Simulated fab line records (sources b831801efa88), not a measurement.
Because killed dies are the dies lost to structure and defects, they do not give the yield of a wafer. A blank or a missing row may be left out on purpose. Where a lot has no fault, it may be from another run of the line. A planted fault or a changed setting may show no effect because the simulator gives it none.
Struck lot and sound lot, side by side || flow sky130 || 15 steps out of a route of 708
Sound: these wafers, L657.1, L657.4, L657.6. Struck: wafers L648.1, L648.5, L648.6. Last of all comes the cause.
At each step with rows: each side's tool, then ch and its chambers, then its first start. Under that, the readings that differ: sound wafers || struck wafers || difference of the means || sigmas: that difference in standard deviations of wafers without a fault.
alike: a reading whose means differ by less than 2 such deviations, as well as words and numbers matching on both sides. not compared: withheld readings; readings where some wafer has no value; bounds like >300 that might hide an equal value; numbers whose values overlap and for which the record gives no deviation.
The two part at a step that has a row with sigmas, a row that says differs or no value, or rows on one side only. Numbers that don't overlap but have no deviation are shown without sigmas and don't part them. Lack of a reading on every wafer of one side parts them only where that side has two or more wafers.

SKY_LOCAL_INTERCONNECT_RS_MEAS_01: a four-point-probe measurement.
  sound: film_metro-02 at day 35 03:58; struck: film_metro-04 at day 30 15:56
  alike: LOCAL_INTERCONNECT_TIN_RS
SKY_LOCAL_INTERCONNECT_THK_MEAS_02: measures by xrf.
  sound: film_metro-02 at day 35 04:05; struck: film_metro-04 at day 30 16:04
  alike: LOCAL_INTERCONNECT_TIN_THK
then, 8 steps without rows for these wafers: SKY_LOCAL_INTERCONNECT_DEHYDRATE_03 (time 60 s); SKY_LOCAL_INTERCONNECT_HMDS_04 (prime time 60 s); SKY_LOCAL_INTERCONNECT_COAT_05 (resist thk 60 nm); SKY_LOCAL_INTERCONNECT_COAT_06 (resist thk 450 nm); SKY_LOCAL_INTERCONNECT_SOFTBAKE_07 (time 90 s); SKY_LOCAL_INTERCONNECT_EXPOSE_08 (exposes mask LI1M, target cd 170 nm); SKY_LOCAL_INTERCONNECT_PEB_09; SKY_LOCAL_INTERCONNECT_DEVELOP_10 (develop time 60 s).
SKY_LOCAL_INTERCONNECT_CD_MEAS_11 targets a cd of 170 nm.
  sound: cd_sem-02 at day 36 06:32; struck: cd_sem-02 at day 31 20:41
  alike: cd_nm
SKY_LOCAL_INTERCONNECT_OVL_MEAS_12:
  sound: overlay-01 at day 36 06:39; struck: overlay-01 at day 31 20:48
  alike: LOCAL_INTERCONNECT_OVL
SKY_LOCAL_INTERCONNECT_ETCH_13: etches BARC in N2/H2, stops on SiO2, time 45.9 s, target depth 60 nm.
  sound on rie_metal-03 ch 0,1, day 36 06:41; struck on rie_metal-02 ch 0,1, day 31 20:50
{"reading": "bias_w (W)", "sound": "99.55 100.21 100.09", "struck": "108.32 107.98 108.25", "difference": "+8.23", "sigmas": "+30"}
{"reading": "model.SiO2_of_SONOS_ONO_CVD_04.thk_nm (nm)", "sound": "4.393 4.384 4.261", "struck": "4.142 4.148 4.02", "difference": -0.243, "sigmas": ""}
  alike: drypump_motor_current_A, n2_flow_sccm, oes_product_au, throttle_valve_pct
  not compared: rf_hours_counter_h
SKY_LOCAL_INTERCONNECT_METAL_ETCH_14: etches TiN in Cl2/BCl3, stops on PSG, target depth 110 nm, time 31.4 s.
  sound on rie_metal-03 ch 0,1, day 36 06:45; struck on rie_metal-02 ch 0,1, day 31 20:54
  alike: bcl3_flow_sccm, bias_w, drypump_motor_current_A, oes_product_au, throttle_valve_pct
  not compared: rf_hours_counter_h
SKY_PAD_OPEN_PROBE_99:
  sound wafers here have rows in the record (prober-02, day 50 02:40); struck ones have none

WHERE THEY PART
Earliest at SKY_LOCAL_INTERCONNECT_ETCH_13; latest, in this record, at SKY_PAD_OPEN_PROBE_99.

WHY: what had been put in by the simulator
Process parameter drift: rie_metal-02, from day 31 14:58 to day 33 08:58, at SKY_LOCAL_INTERCONNECT_ETCH_13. The setting bias_w was moved by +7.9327, starting from 100. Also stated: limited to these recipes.
